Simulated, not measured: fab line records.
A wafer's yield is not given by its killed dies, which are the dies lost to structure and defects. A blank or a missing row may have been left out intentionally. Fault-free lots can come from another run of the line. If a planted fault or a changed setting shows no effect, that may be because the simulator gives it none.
fab line records	flow sky130
record: lots: 14	wafers: 42	last-day: 50
route steps=708 shown CONTACT@410 METAL1@435
lots untouched by any fault: they come from a run of this same line in which no faults occurred
start-h: hours from the record's first day to the start of the lot's first wafer shown	wait-h: how many hours have passed since the lot's step before this one	" repeats the value in the row above	L1.1+2: one row covering several wafers at once	- no value, or no start was given	* or withheld: withheld	< > ~ a bound
route shown NAME@n: names a module that has steps shown in the file, with the first one's number in the route	usual: mean/standard deviation of fault-free wafers	same: alike in all rows	chamber/n: place in a boat	sites: the reading at each site	_std_site: the values' standard deviation	_edge_site: inner sites' mean taken away from outer sites' mean	radius-mm: how far each site lies from the wafer's centre	mask NAME#n: copy n	behind: tool/chamber where the wafer was last shaped	hold: what put the lot on hold/how long, in hours/how the hold closed	device: the n, p or np transistor that did not switch	end of line: the tests these same wafers got at the end of their route	where a step has no rows: the recipe by itself	killed: the dies lost at the first sort to structure and to defects; this is not the yield of the wafer	map: a wafer's dies, x killed, . not, _ none there
set.NAME: the run value of the setting; set.NAME@STEP: its run value at that earlier step	model.NAME: the simulator's own value behind a step, which no gauge read
steps of the route over a sample of lots; a table a step, a row a wafer
services: from which hour (start-h, from the record's first day; less than 0 if before it) a tool's chamber was out of use, for how many hours, and why
== steps ==
step: SKY_CONTACT_CMP_04
recipe: material: SiO2	down-force-psi: 4	platen-rpm: 60	pad-velocity-m-s: 0.94248
usual: motor-current-A: 12.2/1.7	slurry-flow-ml-min: 150.0/0.48	time-to-endpoint-s: 84/6.2
lot.wafer	tool	chamber	start-h	wait-h	motor-current-A	slurry-flow-ml-min	time-to-endpoint-s
L622.2	cmp-02	2	712.03	0.0	15.8	149.8	73
L622.1	"	0	"	"	11.5	150.5	78
L622.5	"	2	"	"	15.7	150.2	78
L624.2	cmp-02	0	734.25	0.1	12.4	150.5	70
L624.4	"	1	"	"	10.9	150.1	83
L624.5	"	0	"	"	11.5	150.1	75
L626.3	cmp-01	1	758.64	0.1	10.9	149.5	79
L626.2	"	3	"	"	9.4	150.4	89
L626.5	"	0	"	"	12.6	150.1	84
L635.1	cmp-01	1	819.84	0.1	11.3	150.4	82
L635.3	"	3	"	"	9.4	150.3	91
L635.6	"	0	"	"	13.4	149.9	87
L636.2	cmp-02	1	836.95	0.0	10.1	150.5	86
L636.3	"	3	"	"	13.9	149.8	82
L636.4	"	0	"	"	11.8	149.7	78
L637.2	cmp-01	1	842.56	0.0	11.4	149.9	81
L637.6	"	1	"	"	11.3	149.6	79
L637.5	"	2	"	"	12.6	149.8	96
L638.4	cmp-01	3	845.73	0.1	9.7	150.4	85
L638.1	"	0	"	"	12.9	150.1	80
L638.5	"	0	"	"	12.6	149.6	84
L639.4	cmp-02	3	848.61	0.0	14.4	150.4	87
L639.2	"	1	"	"	10.4	150.2	87
L639.6	"	0	"	"	11.8	150.8	81
L640.1	cmp-01	0	856.07	0.1	12.6	150.0	85
L640.4	"	1	"	"	11.3	151.0	82
L640.2	"	3	"	"	9.4	150.5	83
L642.3	cmp-01	1	865.80	0.0	11.1	149.8	80
L642.2	"	0	"	"	13.0	150.4	83
L642.5	"	1	"	"	11.5	150.1	78
L641.1	cmp-02	1	869.12	0.1	10.4	150.3	93
L641.2	"	2	"	"	15.8	150.7	90
L641.6	"	2	"	"	15.3	149.5	91
L643.1	cmp-02	1	879.28	0.1	10.7	150.2	86
L643.3	"	3	"	"	12.9	149.8	87
L643.5	"	0	"	"	11.9	150.3	80
L644.1	cmp-02	1	882.63	0.2	10.2	149.0	87
L644.6	"	3	"	"	13.8	149.3	82
L644.5	"	0	"	"	11.4	150.0	80
L645.2	cmp-01	1	883.78	0.0	11.1	149.4	83
L645.4	"	2	"	"	11.7	150.3	91
L645.3	"	0	"	"	13.3	149.4	87
step: SKY_METAL1_SPUTTER_01
recipe: material: TiN	target-thk-nm: 20	power-w: 6500	time-s: 16.7	chamber-pressure-pa: 0.4
usual: cathode-dc-power-W: 6500.0/1.1	chamber-pressure-pa: 0.3999/0.00086	throttle-valve-pct: 29.9/0.83
lot.wafer	tool	chamber	start-h	wait-h	cathode-dc-power-W	chamber-pressure-pa	throttle-valve-pct
L622.1	pvd-sputter-03	-	742.33	0.0	6500.4	0.4009	29.8
L622.2	"	-	"	"	6500.3	0.4005	30.1
L622.5	"	-	"	"	6499.8	0.4003	30.7
L624.2	pvd-sputter-01	-	764.24	0.0	6499.1	0.4016	30.6
L624.4	"	-	"	"	6500.8	0.4019	28.4
L624.5	"	-	"	"	6499.6	0.4014	28.7
L626.2	pvd-sputter-03	-	787.93	0.0	6501.0	0.4006	29.8
L626.3	"	-	"	"	6500.1	0.4010	30.9
L626.5	"	-	"	"	6500.3	0.3995	29.8
L635.1	pvd-sputter-03	-	848.07	0.0	6500.6	0.3992	29.8
L635.3	"	-	"	"	6500.6	0.3992	30.8
L635.6	"	-	"	"	6500.1	0.4000	29.8
L636.2	pvd-sputter-01	-	865.35	0.0	6502.4	0.3993	29.2
L636.3	"	-	"	"	6501.7	0.3997	30.7
L636.4	"	-	"	"	6499.9	0.4004	28.7
L637.2	pvd-sputter-02	-	870.35	0.0	6500.5	0.3996	30.3
L637.5	"	-	"	"	6499.0	0.4020	31.1
L637.6	"	-	"	"	6500.0	0.3989	30.4
L638.1	pvd-sputter-01	-	873.83	0.0	6499.4	0.4002	28.4
L638.4	"	-	"	"	6498.7	0.3994	30.8
L638.5	"	-	"	"	6499.2	0.4006	29.0
L639.2	pvd-sputter-02	-	876.47	0.0	6501.2	0.3996	30.2
L639.4	"	-	"	"	6498.5	0.4003	30.7
L639.6	"	-	"	"	6501.1	0.3992	30.5
L640.1	pvd-sputter-02	-	883.28	0.0	6500.0	0.3996	30.5
L640.2	"	-	"	"	6499.7	0.4004	30.9
L640.4	"	-	"	"	6501.0	0.4004	30.5
L642.2	pvd-sputter-01	-	892.40	0.0	6500.0	0.3999	29.1
L642.3	"	-	"	"	6498.4	0.4001	29.0
L642.5	"	-	"	"	6500.8	0.4010	30.9
L641.1	pvd-sputter-01	-	895.13	0.0	6498.7	0.3995	28.4
L641.2	"	-	"	"	6500.4	0.3997	31.1
L641.6	"	-	"	"	6499.7	0.3989	29.2
L643.1	pvd-sputter-03	-	906.28	0.0	6500.3	0.3993	28.9
L643.3	"	-	"	"	6501.0	0.3994	29.8
L643.5	"	-	"	"	6500.3	0.3990	29.8
L644.1	pvd-sputter-01	-	910.43	0.0	6500.4	0.4006	28.7
L644.5	"	-	"	"	6501.9	0.3999	29.0
L644.6	"	-	"	"	6499.5	0.3997	30.9
L645.2	pvd-sputter-02	-	912.05	0.0	6498.5	0.4004	30.3
L645.3	"	-	"	"	6500.3	0.3994	31.0
L645.4	"	-	"	"	6502.9	0.4003	30.4
step: SKY_METAL1_SPUTTER_02
recipe: material: AlCu	target-thk-nm: 250	power-w: 10600	time-s: 13.3	chamber-pressure-pa: 0.4
usual: cathode-dc-power-W: 10600/2.1	chamber-pressure-pa: 0.4000/0.00083	throttle-valve-pct: 29.9/0.84
lot.wafer	tool	chamber	start-h	wait-h	cathode-dc-power-W	chamber-pressure-pa	throttle-valve-pct
L622.1	pvd-sputter-03	-	742.36	0.0	10601	0.3995	29.5
L622.2	"	-	"	"	10601	0.4007	29.7
L622.5	"	-	"	"	10595	0.4012	31.0
L624.2	pvd-sputter-01	-	764.26	0.0	10602	0.3996	31.2
L624.4	"	-	"	"	10601	0.3992	28.5
L624.5	"	-	"	"	10603	0.3983	29.0
L626.2	pvd-sputter-03	-	787.95	0.0	10602	0.3994	29.6
L626.3	"	-	"	"	10600	0.4010	30.9
L626.5	"	-	"	"	10603	0.3998	29.7
L635.1	pvd-sputter-03	-	848.10	0.0	10598	0.3995	29.7
L635.3	"	-	"	"	10596	0.4004	31.0
L635.6	"	-	"	"	10601	0.3995	29.7
L636.2	pvd-sputter-01	-	865.37	0.0	10596	0.4009	28.9
L636.3	"	-	"	"	10598	0.4007	30.9
L636.4	"	-	"	"	10600	0.4014	28.6
L637.2	pvd-sputter-02	-	870.37	0.0	10601	0.3999	30.6
L637.5	"	-	"	"	10604	0.3991	30.8
L637.6	"	-	"	"	10600	0.4009	30.2
L638.1	pvd-sputter-01	-	873.86	0.0	10601	0.3998	28.3
L638.4	"	-	"	"	10603	0.3999	31.1
L638.5	"	-	"	"	10598	0.4012	29.1
L639.2	pvd-sputter-02	-	876.50	0.0	10597	0.4000	30.3
L639.4	"	-	"	"	10601	0.4002	30.8
L639.6	"	-	"	"	10602	0.3993	30.3
L640.1	pvd-sputter-02	-	883.31	0.0	10602	0.3995	30.4
L640.2	"	-	"	"	10602	0.3997	30.8
L640.4	"	-	"	"	10599	0.3999	30.5
L642.2	pvd-sputter-01	-	892.42	0.0	10600	0.4006	28.7
L642.3	"	-	"	"	10598	0.4006	28.9
L642.5	"	-	"	"	10598	0.3992	31.0
L641.1	pvd-sputter-01	-	895.16	0.0	10600	0.3994	28.2
L641.2	"	-	"	"	10601	0.4011	31.0
L641.6	"	-	"	"	10603	0.4013	29.4
L643.1	pvd-sputter-03	-	906.30	0.0	10603	0.4010	29.0
L643.3	"	-	"	"	10600	0.4004	29.8
L643.5	"	-	"	"	10597	0.4004	29.9
L644.1	pvd-sputter-01	-	910.46	0.0	10603	0.4009	28.8
L644.5	"	-	"	"	10601	0.4002	29.0
L644.6	"	-	"	"	10601	0.4015	30.7
L645.2	pvd-sputter-02	-	912.07	0.0	10598	0.3997	30.8
L645.3	"	-	"	"	10599	0.4005	30.9
L645.4	"	-	"	"	10602	0.4000	30.3
step: SKY_METAL1_SPUTTER_04
recipe: material: TiN	target-thk-nm: 70	power-w: 6500	time-s: 58.3	chamber-pressure-pa: 0.4
usual: cathode-dc-power-W: 6500.0/1.2	chamber-pressure-pa: 0.4000/0.00082	throttle-valve-pct: 29.9/0.86
lot.wafer	tool	chamber	start-h	wait-h	cathode-dc-power-W	chamber-pressure-pa	throttle-valve-pct
L622.1	pvd-sputter-03	-	742.40	0.0	6500.7	0.3999	29.9
L622.2	"	-	"	"	6500.5	0.3986	29.7
L622.5	"	-	"	"	6499.1	0.4005	31.0
L624.2	pvd-sputter-01	-	764.30	0.0	6500.6	0.3996	31.1
L624.4	"	-	"	"	6499.8	0.4012	28.7
L624.5	"	-	"	"	6500.2	0.4000	29.1
L626.2	pvd-sputter-03	-	787.99	0.0	6501.4	0.4007	29.8
L626.3	"	-	"	"	6501.1	0.4013	30.8
L626.5	"	-	"	"	6501.3	0.4005	29.7
L635.1	pvd-sputter-03	-	848.15	0.0	-	-	-
L635.3	"	-	"	"	-	-	-
L635.6	"	-	"	"	-	-	-
L636.2	pvd-sputter-01	-	865.41	0.0	-	-	-
L636.3	"	-	"	"	-	-	-
L636.4	"	-	"	"	-	-	-
L637.2	pvd-sputter-02	-	870.42	0.0	6500.2	0.3997	30.5
L637.5	"	-	"	"	6499.4	0.3994	31.0
L637.6	"	-	"	"	6500.0	0.3985	30.4
L638.1	pvd-sputter-01	-	873.90	0.0	6498.7	0.3990	28.6
L638.4	"	-	"	"	6501.0	0.3997	30.8
L638.5	"	-	"	"	6500.3	0.3999	28.6
L639.2	pvd-sputter-02	-	876.54	0.0	6500.9	0.4001	30.5
L639.4	"	-	"	"	6501.0	0.3993	30.9
L639.6	"	-	"	"	6503.8	0.3999	30.4
L640.1	pvd-sputter-02	-	883.35	0.0	6501.2	0.4011	30.7
L640.2	"	-	"	"	6500.3	0.3993	31.0
L640.4	"	-	"	"	6499.9	0.3989	30.4
L642.2	pvd-sputter-01	-	892.46	0.0	6500.9	0.3995	29.1
L642.3	"	-	"	"	6498.6	0.3995	29.2
L642.5	"	-	"	"	6502.1	0.4005	30.8
L641.1	pvd-sputter-01	-	895.20	0.0	6500.1	0.3998	28.4
L641.2	"	-	"	"	6501.6	0.4001	31.0
L641.6	"	-	"	"	6501.8	0.3996	28.8
L643.1	pvd-sputter-03	-	906.34	0.0	6499.9	0.3999	29.2
L643.3	"	-	"	"	6499.7	0.3996	29.6
L643.5	"	-	"	"	6500.3	0.3982	29.4
L644.1	pvd-sputter-01	-	910.50	0.0	6499.0	0.4015	29.0
L644.5	"	-	"	"	6497.8	0.3991	29.0
L644.6	"	-	"	"	6499.1	0.4006	30.5
L645.2	pvd-sputter-02	-	912.11	0.0	6500.2	0.3990	30.2
L645.3	"	-	"	"	6499.9	0.3997	31.2
L645.4	"	-	"	"	6500.5	0.3998	30.5
step: SKY_METAL1_THK_MEAS_06
recipe: thk-meas-gauge: xrf	reads: AlCu_of_METAL1_SPUTTER_02
usual: METAL1_ALCU_THK: 252/3.9
lot.wafer	tool	chamber	start-h	wait-h	METAL1_ALCU_THK[nm]
L622.1	film-metro-02	-	742.57	0.1	257
L622.2	"	-	"	"	251
L622.5	"	-	"	"	256
L624.2	film-metro-02	-	764.48	0.1	254
L624.4	"	-	"	"	248
L624.5	"	-	"	"	254
L626.2	film-metro-04	-	788.17	0.1	253
L626.3	"	-	"	"	255
L626.5	"	-	"	"	255
L635.1	film-metro-02	-	848.32	0.1	295
L635.3	"	-	"	"	293
L635.6	"	-	"	"	292
L636.2	film-metro-02	-	865.59	0.1	287
L636.3	"	-	"	"	293
L636.4	"	-	"	"	284
L637.2	film-metro-04	-	870.60	0.1	253
L637.5	"	-	"	"	253
L637.6	"	-	"	"	253
L638.1	film-metro-02	-	874.07	0.1	246
L638.4	"	-	"	"	252
L638.5	"	-	"	"	247
L639.2	film-metro-01	-	876.72	0.1	251
L639.4	"	-	"	"	248
L639.6	"	-	"	"	251
L640.1	film-metro-04	-	883.52	0.1	249
L640.2	"	-	"	"	250
L640.4	"	-	"	"	253
L642.2	film-metro-02	-	892.64	0.1	245
L642.3	"	-	"	"	250
L642.5	"	-	"	"	251
L641.1	film-metro-01	-	895.37	0.1	243
L641.2	"	-	"	"	250
L641.6	"	-	"	"	245
L643.1	film-metro-04	-	906.51	0.1	255
L643.3	"	-	"	"	255
L643.5	"	-	"	"	256
L644.1	film-metro-01	-	910.67	0.1	247
L644.5	"	-	"	"	245
L644.6	"	-	"	"	253
L645.2	film-metro-02	-	912.29	0.1	257
L645.3	"	-	"	"	256
L645.4	"	-	"	"	259
== services ==
tool	chamber	start-h	hours	kind
cmp-02	-	691.99	5.5	pm
pvd-sputter-02	1	721.54	-	consumable-replace:kit
pvd-sputter-02	1	721.54	18.0	scheduled-down
pvd-sputter-02	1	721.54	18.0	vent-cycle
cmp-01	-	721.66	5.5	pm
cmp-01	-	729.68	5.9	pm
cmp-01	-	744.09	4.0	pm
cmp-01	-	748.09	-	consumable-replace:conditioner
cmp-01	-	748.09	-	consumable-replace:pad
cmp-02	-	750.28	1.3	repair
pvd-sputter-03	-	763.70	1.2	repair
cmp-02	-	766.02	1.7	repair
cmp-02	-	769.91	1.5	repair
pvd-sputter-03	2	802.01	-	consumable-replace:kit
pvd-sputter-03	2	802.01	18.0	scheduled-down
pvd-sputter-03	2	802.01	18.0	vent-cycle
cmp-02	-	843.91	2.8	repair
cmp-02	-	850.45	2.0	repair
cmp-01	-	877.91	5.3	repair
cmp-02	-	887.47	1.1	repair
pvd-sputter-01	0	910.55	-	consumable-replace:kit
pvd-sputter-01	0	910.55	18.0	scheduled-down
pvd-sputter-01	0	910.55	18.0	vent-cycle
== key ==
first-sign: step: SKY_METAL1_SPUTTER_04	reading: tool-record	direction: missing
effect: step: SKY_METAL1_THK_MEAS_06	reading: METAL1_ALCU_THK	direction: up	sigmas: 9.8	usual: 252	struck: 291
met-at SKY_METAL1_SPUTTER_04
struck-lots L635,L636
later-rows-left-out L635.1,L635.3,L635.6,L636.2,L636.3,L636.4
sort-left-out L635.1,L635.3,L635.6,L636.2,L636.3,L636.4
not-acting-at SKY_CONTACT_CMP_04,SKY_METAL1_SPUTTER_01,SKY_METAL1_SPUTTER_02
onset-between 787.99 848.15
fault: kind: skipped-step-whole	tool: pvd-sputter-01,pvd-sputter-03	chamber: -	onset-h: 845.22	steps: SKY_METAL1_SPUTTER_04	scope: struck-lots-only
sort-left-out: the simulated sort isn't trusted on such a fault, so these wafers' sort isn't shown, and their yield isn't known
later-rows-left-out: the simulator's readings of these wafers behind a module that went badly wrong aren't trusted and aren't shown, but for the sort
